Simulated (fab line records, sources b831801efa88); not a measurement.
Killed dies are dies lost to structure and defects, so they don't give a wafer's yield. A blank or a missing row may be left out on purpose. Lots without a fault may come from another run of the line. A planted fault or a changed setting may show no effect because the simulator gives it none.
Which tool did it? | flow gf180mcu | 24 lots, 72 wafers sampled, at 6 steps of a route of 602

WHAT THE GAUGES READ, wafer by wafer
GF_SAB_OVL_MEAS_10.
lot  | measured     | on         | SAB_OVL (nm)
L074 | day 15 03:11 | overlay-02 | 2.4 2.6 3.8
L075 | day 15 12:26 | overlay-01 | 1.9 3.0 1.6
L076 | day 15 21:38 | overlay-02 | -1.3 -1.5 -2.0
L077 | day 16 00:52 | overlay-02 | -0.6 -0.1 0.6
L078 | day 16 15:38 | overlay-02 | 0.3 -0.1 -0.1
L079 | day 16 23:05 | overlay-02 | 3.5 3.2 1.7
L080 | day 17 07:53 | overlay-02 | -1.6 -0.3 0.4
L081 | day 17 13:05 | overlay-02 | 2.1 3.0 3.2
L082 | day 18 07:01 | overlay-01 | 1.8 3.1 0.3
L083 | day 18 09:50 | overlay-02 | 0.6 1.1 0.8
L084 | day 18 19:43 | overlay-01 | 1.8 2.9 1.7
L085 | day 19 06:52 | overlay-01 | 3.5 1.5 0.3
L086 | day 19 09:05 | overlay-01 | 0.9 1.1 1.8
L087 | day 19 21:07 | overlay-02 | 1.3 1.1 2.2
L088 | day 20 02:10 | overlay-01 | 2.0 1.2 2.1
L089 | day 20 23:26 | overlay-02 | 1.9 3.8 3.0
L090 | day 21 02:53 | overlay-02 | 0.8 -1.6 1.6
L091 | day 21 12:15 | overlay-02 | -1.4 -0.9 0.3
L092 | day 21 16:53 | overlay-02 | 1.4 0.3 -0.2
L093 | day 21 22:40 | overlay-01 | 3.8 2.1 3.5
L094 | day 22 05:08 | overlay-01 | 1.5 -0.2 1.8
L095 | day 22 13:15 | overlay-02 | 3.4 3.0 2.2
L096 | day 23 02:32 | overlay-02 | 1.0 1.4 0.9
L097 | day 23 04:29 | overlay-01 | 1.6 1.9 1.7

GF_SALICIDE_THK_MEAS_05: measures by xrf.
lot  | measured     | on            | SALICIDE_TIN_THK (nm)
L074 | day 15 03:45 | film_metro-03 | 20.11 20.74 20.30
L075 | day 15 12:59 | film_metro-03 | 20.32 19.51 19.55
L076 | day 15 22:13 | film_metro-01 | 19.90 19.81 20.15
L077 | day 16 01:26 | film_metro-02 | 20.26 20.08 20.14
L078 | day 16 16:11 | film_metro-01 | 19.55 19.36 20.12
L079 | day 16 23:38 | film_metro-01 | 20.01 19.93 19.87
L080 | day 17 08:26 | film_metro-01 | 20.18 20.13 20.12
L081 | day 17 13:38 | film_metro-03 | 20.55 20.61 20.34
L082 | day 18 07:35 | film_metro-03 | 19.79 19.66 20.31
L083 | day 18 10:25 | film_metro-02 | 19.73 20.14 19.70
L084 | day 18 20:16 | film_metro-01 | 20.57 20.56 20.45
L085 | day 19 07:25 | film_metro-03 | 20.13 20.20 20.15
L086 | day 19 09:40 | film_metro-02 | 20.03 20.23 19.95
L087 | day 19 21:41 | film_metro-01 | 20.14 20.15 20.12
L088 | day 20 02:44 | film_metro-03 | 20.57 20.28 20.75
L089 | day 20 23:59 | film_metro-03 | 20.24 19.66 20.05
L090 | day 21 03:26 | film_metro-01 | 19.89 20.27 20.12
L091 | day 21 12:49 | film_metro-01 | 20.17 19.89 20.23
L092 | day 21 17:26 | film_metro-03 | 20.17 20.37 19.99
L093 | day 21 23:14 | film_metro-01 | 20.11 20.23 20.17
L094 | day 22 05:41 | film_metro-03 | 20.44 20.10 20.51
L095 | day 22 13:47 | film_metro-01 | 19.78 20.06 19.90
L096 | day 23 03:08 | film_metro-01 | 20.13 19.73 19.95
L097 | day 23 05:03 | film_metro-02 | 20.64 20.05 20.66

GF_V5_RS_MEAS_24: measures by four-point-probe.
lot  | measured     | on            | V5_W_RS (ohm/sq)
L074 | day 27 06:38 | film_metro-01 | 0.3289 0.3306 0.3258
L075 | day 27 16:00 | film_metro-02 | 0.3310 0.3285 0.3307
L076 | day 28 01:45 | film_metro-01 | 0.3294 0.3335 0.3293
L077 | day 28 02:52 | film_metro-02 | 0.3322 0.3315 0.3357
L078 | day 28 14:40 | film_metro-04 | 0.3310 0.3352 0.3320
L079 | day 29 00:13 | film_metro-04 | 0.3281 0.3229 0.3272
L080 | day 29 05:29 | film_metro-02 | 0.3282 0.3280 0.3314
L081 | day 29 07:16 | film_metro-01 | 0.3256 0.3304 0.3342
L082 | day 29 22:57 | film_metro-02 | 0.3274 0.3232 0.3308
L083 | day 30 02:15 | film_metro-04 | 0.3297 0.3318 0.3299
L084 | day 30 09:10 | film_metro-04 | 0.3305 0.3240 0.3249
L085 | day 30 17:53 | film_metro-01 | 0.3316 0.3288 0.3310
L086 | day 30 19:13 | film_metro-04 | 0.3279 0.3334 0.3282
L087 | day 31 03:17 | film_metro-01 | 0.3296 0.3300 0.3290
L088 | day 31 05:58 | film_metro-04 | 0.3261 0.3296 0.3295
L089 | day 31 22:37 | film_metro-01 | 0.3315 0.3337 0.3310
L090 | day 32 00:31 | film_metro-04 | 0.3224 0.3285 0.3321
L091 | day 32 10:36 | film_metro-02 | 0.3253 0.3275 0.3273
L092 | day 32 12:02 | film_metro-04 | 0.3309 0.3289 0.3265
L093 | day 32 15:47 | film_metro-02 | 0.3277 0.3295 0.3326
L094 | day 32 21:00 | film_metro-04 | 0.3277 0.3294 0.3292
L095 | day 33 02:15 | film_metro-02 | 0.3294 0.3305 0.3257
L096 | day 33 10:19 | film_metro-02 | 0.3294 0.3326 0.3297
L097 | day 33 10:55 | film_metro-02 | 0.3267 0.3277 0.3247

WHICH TOOL RAN EACH LOT (tool, then ch and the chambers of the sampled wafers, then the start)
lot  | GF_SALICIDE_SPUTTER_02       | GF_V1_SPUTTER_22             | GF_V2_SPUTTER_22
L074 | pvd_sputter-01, day 15 03:34 | pvd_sputter-01, day 18 04:23 | pvd_sputter-01, day 20 07:38
L075 | pvd_sputter-01, day 15 12:49 | pvd_sputter-01, day 18 14:22 | pvd_sputter-01, day 20 18:16
L076 | pvd_sputter-03, day 15 22:02 | pvd_sputter-01, day 19 01:29 | pvd_sputter-02, day 21 05:18
L077 | pvd_sputter-01, day 16 01:16 | pvd_sputter-04, day 19 04:41 | pvd_sputter-01, day 21 07:54
L078 | pvd_sputter-01, day 16 16:00 | pvd_sputter-01, day 19 20:14 | pvd_sputter-04, day 22 00:02
L079 | pvd_sputter-03, day 16 23:27 | pvd_sputter-01, day 20 04:16 | pvd_sputter-02, day 22 07:38
L080 | pvd_sputter-03, day 17 08:15 | pvd_sputter-01, day 20 12:38 | pvd_sputter-02, day 22 14:59
L081 | pvd_sputter-01, day 17 13:27 | pvd_sputter-04, day 20 16:38 | pvd_sputter-04, day 22 19:07
L082 | pvd_sputter-01, day 18 07:25 | pvd_sputter-04, day 21 12:19 | pvd_sputter-01, day 23 14:18
L083 | pvd_sputter-01, day 18 10:13 | pvd_sputter-04, day 21 16:37 | pvd_sputter-04, day 23 17:14
L084 | pvd_sputter-03, day 18 20:06 | pvd_sputter-01, day 22 00:59 | pvd_sputter-02, day 24 01:38
L085 | pvd_sputter-02, day 19 07:15 | pvd_sputter-03, day 22 12:20 | pvd_sputter-01, day 24 12:41
L086 | pvd_sputter-02, day 19 09:28 | pvd_sputter-04, day 22 13:35 | pvd_sputter-04, day 24 14:35
L087 | pvd_sputter-02, day 19 21:30 | pvd_sputter-01, day 23 00:20 | pvd_sputter-02, day 24 23:35
L088 | pvd_sputter-03, day 20 02:34 | pvd_sputter-04, day 23 05:09 | pvd_sputter-02, day 25 03:41
L089 | pvd_sputter-01, day 20 23:48 | pvd_sputter-01, day 24 01:05 | pvd_sputter-01, day 25 23:29
L090 | pvd_sputter-01, day 21 03:16 | pvd_sputter-03, day 24 05:07 | pvd_sputter-04, day 26 02:11
L091 | pvd_sputter-03, day 21 12:38 | pvd_sputter-01, day 24 15:27 | pvd_sputter-02, day 26 12:32
L092 | pvd_sputter-02, day 21 17:16 | pvd_sputter-01, day 24 17:44 | pvd_sputter-04, day 26 15:06
L093 | pvd_sputter-03, day 21 23:03 | pvd_sputter-04, day 24 22:22 | pvd_sputter-04, day 26 19:32
L094 | pvd_sputter-03, day 22 05:30 | pvd_sputter-01, day 25 05:48 | pvd_sputter-04, day 27 02:23
L095 | pvd_sputter-02, day 22 13:37 | pvd_sputter-04, day 25 13:35 | pvd_sputter-02, day 27 09:47
L096 | pvd_sputter-03, day 23 02:55 | pvd_sputter-01, day 26 00:32 | pvd_sputter-01, day 27 19:56
L097 | pvd_sputter-01, day 23 04:52 | pvd_sputter-01, day 26 03:13 | pvd_sputter-04, day 27 23:59
- GF_SALICIDE_SPUTTER_02: material Co, target thk 10 nm, time 20 s.
- GF_V1_SPUTTER_22: material TiN, target thk 10 nm, time 40 s.
- GF_V2_SPUTTER_22: material TiN, target thk 10 nm, time 40 s.

WHAT THE TOOLS THEMSELVES READ (means of the sampled wafers that have a number; where no wafer has one, the mark that the record gives instead)
GF_SALICIDE_SPUTTER_02.
lot  | tool           | cathode_dc_power_W (W) | throttle_valve_pct (%)
L074 | pvd_sputter-01 | 1000.02                | 30.4
L075 | pvd_sputter-01 | 999.73                 | 29.2
L076 | pvd_sputter-03 | 1000.14                | 29.7
L077 | pvd_sputter-01 | 999.88                 | 29.4
L078 | pvd_sputter-01 | 1000.05                | 29.9
L079 | pvd_sputter-03 | 999.89                 | 30.0
L080 | pvd_sputter-03 | 999.96                 | 29.9
L081 | pvd_sputter-01 | 1000.17                | 29.2
L082 | pvd_sputter-01 | 999.91                 | 30.4
L083 | pvd_sputter-01 | 999.96                 | 29.8
L084 | pvd_sputter-03 | 1000.18                | 30.0
L085 | pvd_sputter-02 | 999.95                 | 30.3
L086 | pvd_sputter-02 | 999.86                 | 30.2
L087 | pvd_sputter-02 | 1000.11                | 30.8
L088 | pvd_sputter-03 | 999.87                 | 30.1
L089 | pvd_sputter-01 | 999.89                 | 30.1
L090 | pvd_sputter-01 | 999.94                 | 29.5
L091 | pvd_sputter-03 | 999.83                 | 30.2
L092 | pvd_sputter-02 | 1000.03                | 30.8
L093 | pvd_sputter-03 | 999.93                 | 30.1
L094 | pvd_sputter-03 | 1000.00                | 29.9
L095 | pvd_sputter-02 | 1000.23                | 30.7
L096 | pvd_sputter-03 | 1000.05                | 30.0
L097 | pvd_sputter-01 | 999.91                 | 29.5

GF_V1_SPUTTER_22.
lot  | tool           | cathode_dc_power_W (W) | throttle_valve_pct (%)
L074 | pvd_sputter-01 | 3999.8                 | 29.7
L075 | pvd_sputter-01 | 4000.4                 | 30.0
L076 | pvd_sputter-01 | 4000.1                 | 29.7
L077 | pvd_sputter-04 | 4000.2                 | 29.0
L078 | pvd_sputter-01 | 3999.9                 | 30.4
L079 | pvd_sputter-01 | 4000.0                 | 30.3
L080 | pvd_sputter-01 | 3999.7                 | 29.6
L081 | pvd_sputter-04 | 4000.8                 | 30.0
L082 | pvd_sputter-04 | 4000.6                 | 29.3
L083 | pvd_sputter-04 | 3999.7                 | 29.4
L084 | pvd_sputter-01 | 3999.8                 | 29.5
L085 | pvd_sputter-03 | 4001.1                 | 30.4
L086 | pvd_sputter-04 | 3999.4                 | 29.4
L087 | pvd_sputter-01 | 3999.2                 | 29.5
L088 | pvd_sputter-04 | 3999.8                 | 30.1
L089 | pvd_sputter-01 | 4000.3                 | 29.6
L090 | pvd_sputter-03 | 4000.1                 | 30.2
L091 | pvd_sputter-01 | 4000.9                 | 29.9
L092 | pvd_sputter-01 | 4000.5                 | 29.8
L093 | pvd_sputter-04 | 4000.6                 | 29.4
L094 | pvd_sputter-01 | 4000.1                 | 29.9
L095 | pvd_sputter-04 | 3999.8                 | 29.5
L096 | pvd_sputter-01 | 4000.1                 | 29.5
L097 | pvd_sputter-01 | 4000.1                 | 29.3

GF_V2_SPUTTER_22.
lot  | tool           | cathode_dc_power_W (W) | throttle_valve_pct (%)
L074 | pvd_sputter-01 | 4001.0                 | 29.9
L075 | pvd_sputter-01 | 4000.8                 | 29.5
L076 | pvd_sputter-02 | 4000.3                 | 29.7
L077 | pvd_sputter-01 | 4000.5                 | 29.3
L078 | pvd_sputter-04 | 3999.5                 | 29.6
L079 | pvd_sputter-02 | 3999.9                 | 29.8
L080 | pvd_sputter-02 | 4000.4                 | 29.3
L081 | pvd_sputter-04 | 3999.9                 | 29.6
L082 | pvd_sputter-01 | 4000.1                 | 29.3
L083 | pvd_sputter-04 | 3999.6                 | 29.5
L084 | pvd_sputter-02 | 4000.3                 | 30.2
L085 | pvd_sputter-01 | 3999.9                 | 29.6
L086 | pvd_sputter-04 | 4000.6                 | 29.3
L087 | pvd_sputter-02 | 4000.6                 | 30.7
L088 | pvd_sputter-02 | 3999.9                 | 30.7
L089 | pvd_sputter-01 | 4000.4                 | 29.9
L090 | pvd_sputter-04 | 3999.0                 | 29.1
L091 | pvd_sputter-02 | 3999.6                 | 29.8
L092 | pvd_sputter-04 | 4000.2                 | 29.4
L093 | pvd_sputter-04 | 4000.3                 | 29.5
L094 | pvd_sputter-04 | 3999.7                 | 29.9
L095 | pvd_sputter-02 | 4000.9                 | 30.4
L096 | pvd_sputter-01 | 4000.0                 | 29.8
L097 | pvd_sputter-04 | 3999.9                 | 28.9

THE ANSWER, worked out from the rows above alone
Rule: what is usual is taken from the lots themselves. Put in order of their means at a reading, lots are off if they are a third of the lots or fewer, leave a main group of 4 or more, and stand apart from it by a gap of 3 or more times the standard deviation of the main group's means; of several such gaps the widest counts. A main group whose means are all the same, to the digits that the tables above print for the reading, isn't used. A lot without any number at a reading at which 4 lots or more have one is off too. The other lots that the step has rows for count as sound. The gauges are gone through in route order, then the tools' own readings, and for those a lot's mean is taken as printed above. The first step at which some lot is off is used, and at that step the reading that is off furthest; a lot without a number counts as furthest.
No lot is off at any reading shown: from this, nothing can be told.

WHAT THE SIMULATOR HAD PUT IN
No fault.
